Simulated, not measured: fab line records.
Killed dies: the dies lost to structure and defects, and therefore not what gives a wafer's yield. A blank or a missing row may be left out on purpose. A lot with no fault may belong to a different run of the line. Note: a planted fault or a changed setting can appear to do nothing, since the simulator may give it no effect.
Comparing a struck lot with a sound one + flow sky130 + 15 out of 708 route steps
Sound: wafers L109.1, L109.2, L109.4. Struck: wafers L117.2, L117.5 (left out: L117.1, a lot-mate that was not struck); the cause follows at the end.
Each step with rows lists, per side, the tool, then ch with its chambers, then its first start. Under that, the readings that differ: sound wafers + struck wafers + difference of the means + sigmas: that difference in standard deviations of wafers without a fault.
alike: readings whose means differ by less than 2 such deviations, and words and numbers that are the same on both sides. not compared: withheld readings, readings that some wafer has no value for, bounds like >300 that may hide the same value, and numbers for which the record gives no deviation and whose values overlap.
A row with sigmas, a row that says differs or no value, or rows on one side alone: a step with any of these is where the two part. Numbers that don't overlap but have no deviation are shown without sigmas and don't part them. A reading that every wafer of one side lacks parts them only if that side has two wafers or more.

SKY_METAL2_THK_MEAS_06: measures by xrf.
  sound on film-metro-04 at day 34 09:08; struck on film-metro-02 at day 36 16:44
  alike: METAL2_ALCU_THK
then, 8 steps without rows for these wafers: SKY_METAL2_DEHYDRATE_07 (time 60 s); SKY_METAL2_HMDS_08 (prime time 60 s); SKY_METAL2_COAT_09 (resist thk 60 nm); SKY_METAL2_COAT_10 (resist thk 450 nm); SKY_METAL2_SOFTBAKE_11 (time 90 s); SKY_METAL2_EXPOSE_12 (exposes mask MM2, target cd 140 nm); SKY_METAL2_PEB_13; SKY_METAL2_DEVELOP_14 (develop time 60 s).
SKY_METAL2_CD_MEAS_15 targets a cd of 140 nm.
  sound on cd-sem-01 at day 35 12:20; struck on cd-sem-02 at day 37 17:19
  alike: cd-nm
SKY_METAL2_OVL_MEAS_16:
  sound on overlay-02 at day 35 12:27; struck on overlay-02 at day 37 17:26
  alike: METAL2_OVL
SKY_METAL2_DESCUM_17: chemistry O2, time 8 s.
  sound on rie-metal-02 ch 0,1, day 35 12:29; struck on rie-metal-04 ch 0, day 37 17:28
| reading                     | sound       | struck  | difference | sigmas |
|-----------------------------|-------------|---------|------------|--------|
| drypump-motor-current-A (A) | 6.2 6.1 6.2 | 5.3 5.3 | -0.9       | -3     |
  alike: oes-product-au
  not compared: rf-hours-counter-h
SKY_METAL2_ETCH_18: etches BARC in N2/H2, stops on SiO2, time 45.9 s, target depth 60 nm.
  sound on rie-metal-02 ch 0,1, day 35 12:31; struck on rie-metal-04 ch 0, day 37 17:30
| reading                                       | sound             | struck      | difference | sigmas |
|-----------------------------------------------|-------------------|-------------|------------|--------|
| drypump-motor-current-A (A)                   | 6.2 6.1 6.2       | 5.3 5.3     | -0.9       | -3     |
| rf-fwd-power-W (W)                            | 495.6 496.1 495.6 | 572.7 573.0 | +77.1      | +30    |
| model.KrF-thick_of_METAL2_COAT_10.thk-nm (nm) | 391.4 393.1 393.5 | 387.6 388.1 | -4.8       |        |
  alike: oes-product-au, throttle-valve-pct
  not compared: rf-hours-counter-h
SKY_METAL2_METAL_ETCH_19: etches the open film in Cl2/BCl3, stops on SiO2, target depth 360 nm, time 78 s.
  sound on rie-metal-02 ch 0,1, day 35 12:35; struck on rie-metal-04 ch 0, day 37 17:34
| reading                                       | sound             | struck      | difference | sigmas |
|-----------------------------------------------|-------------------|-------------|------------|--------|
| drypump-motor-current-A (A)                   | 6.2 6.1 6.2       | 5.4 5.3     | -0.8       | -2     |
| model.KrF-thick_of_METAL2_COAT_10.thk-nm (nm) | 159.9 160.1 160.9 | 154.8 155.3 | -5.2       |        |
  alike: oes-product-au, rf-fwd-power-W, throttle-valve-pct
  not compared: rf-hours-counter-h
SKY_METAL2_STRIP_20: strips in O2/N2.
  sound on plasma-asher-03 ch 0,1, day 35 12:40; struck on plasma-asher-02 ch 0,1, day 37 17:40
  alike: drypump-motor-current-A, oes-product-au, strip-time-to-endpoint-s
  not compared: rf-hours-counter-h

WHERE THEY PART
Earliest at SKY_METAL2_DESCUM_17; latest, in this record, at SKY_METAL2_METAL_ETCH_19. Later steps at which nothing parts them and some readings are alike: SKY_METAL2_STRIP_20.

WHY: the cause the simulator had injected
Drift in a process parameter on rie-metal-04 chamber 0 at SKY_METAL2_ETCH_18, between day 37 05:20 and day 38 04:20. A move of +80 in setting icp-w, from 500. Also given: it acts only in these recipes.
